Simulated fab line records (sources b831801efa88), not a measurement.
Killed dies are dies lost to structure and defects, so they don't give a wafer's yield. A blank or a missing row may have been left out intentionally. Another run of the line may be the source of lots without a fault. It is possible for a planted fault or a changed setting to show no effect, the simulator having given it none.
One fault seen from 2 desks :: flow sky130 :: every desk sees just its own numbers, and what lay behind them comes last

## DESK OF THE TOOL OWNER: cmp-02
The tool's own readings at SKY_VIA3_CMP_24 (polishes, stops on SiO2, t overpolish 20 s, target thk 0 nm): means of the sampled wafers that have a number, for each lot that ran on this tool. The brackets show how far a lot's mean lies from the usual mean; more than 4 standard deviations puts the lot out of limits, marked OUT.
Columns: A = motor-current-A at SKY_VIA3_CMP_24, usual 11.7 A; B = overpolish-run-s at SKY_VIA3_CMP_24, usual 20.001 s; C = platen-rpm at SKY_VIA3_CMP_24, usual 60.00 rpm; D = time-to-endpoint-s at SKY_VIA3_CMP_24, usual 92 s
lot: L701
first seen here: day 41 03:09
A: 11.7
B: 19.994
C: 60.00
D: 88

lot: L700
first seen here: day 41 03:31
A: 11.7
B: 20.009
C: 60.02
D: 91

lot: L704
first seen here: day 41 18:58
A: 11.5
B: 6.686 (-99 or more) OUT
C: 60.05
D: 128 (+12) OUT

lot: L706
first seen here: day 42 09:07
A: 12.5
B: 13.350 (-99 or more) OUT
C: 60.01
D: 110 (+5.9) OUT

lot: L715
first seen here: day 45 03:33
A: 11.4
B: 20.003
C: 60.00
D: 89

lot: L716
first seen here: day 45 08:23
A: 12.5
B: 19.998
C: 60.01
D: 93

lot: L719
first seen here: day 45 17:54
A: 12.0
B: 20.000
C: 60.00
D: 91

lot: L720
first seen here: day 46 04:55
A: 11.6
B: 20.002
C: 60.01
D: 90
This desk's finding: out of limits on L704, L706; first on L704, day 41 18:58 (overpolish-run-s at SKY_VIA3_CMP_24). Within limits: L701, L700, L715, L716, L719, L720.

## AT THE METROLOGY DESK
Means of the sampled wafers that have a number, per lot and without regard to the tool the lot ran on: this is what the gauges read. The brackets show how far a lot's mean lies from the usual mean; more than 4 standard deviations puts the lot out of limits, marked OUT.
Columns: A = VIA2_W_RS at SKY_VIA2_RS_MEAS_22, usual 0.274 ohm/sq; B = cd-nm at SKY_METAL3_CD_MEAS_13, usual 299.7 nm
lot: L697
first seen here: day 36 03:59
A: 0.271
B: 299.4

lot: L699
first seen here: day 37 01:38
A: 0.272
B: 296.8

lot: L700
first seen here: day 37 20:42
A: 0.269
B: 299.1

lot: L701
first seen here: day 37 21:01
A: 0.280
B: 296.8

lot: L704
first seen here: day 38 13:13
A: 0.280
B: 297.4

lot: L706
first seen here: day 39 04:28
A: 0.280
B: 297.6

lot: L711
first seen here: day 40 19:07
A: 0.269
B: 298.5

lot: L715
first seen here: day 42 02:26
A: 0.272
B: 299.5

lot: L716
first seen here: day 42 07:46
A: 0.273
B: 300.5

lot: L717
first seen here: day 42 13:17
A: 0.272
B: 300.1

lot: L719
first seen here: day 42 19:16
A: 0.278
B: 301.7

lot: L720
first seen here: day 43 06:50
A: 0.269
B: 303.0
This desk found nothing out of limits on any of the 12 lots.

## TAKEN TOGETHER
An alarm could have come from the tool owner's desk at day 41 18:58, on L704, L706.
Nothing out of limits was seen by the metrology desk.
The metrology desk holds a record of L704, L706, inside its limits.
Every lot named ran SKY_VIA3_CMP_24 on cmp-02.

## WHAT THE SIMULATOR HAD INSERTED
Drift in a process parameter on cmp-02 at SKY_VIA3_CMP_24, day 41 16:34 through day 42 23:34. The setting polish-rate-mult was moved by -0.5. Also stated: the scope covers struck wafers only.
Lots struck among those shown: L704, L706.
Time in hours from fault onset to the first out-of-limits reading at each desk: the tool owner's desk, 2.
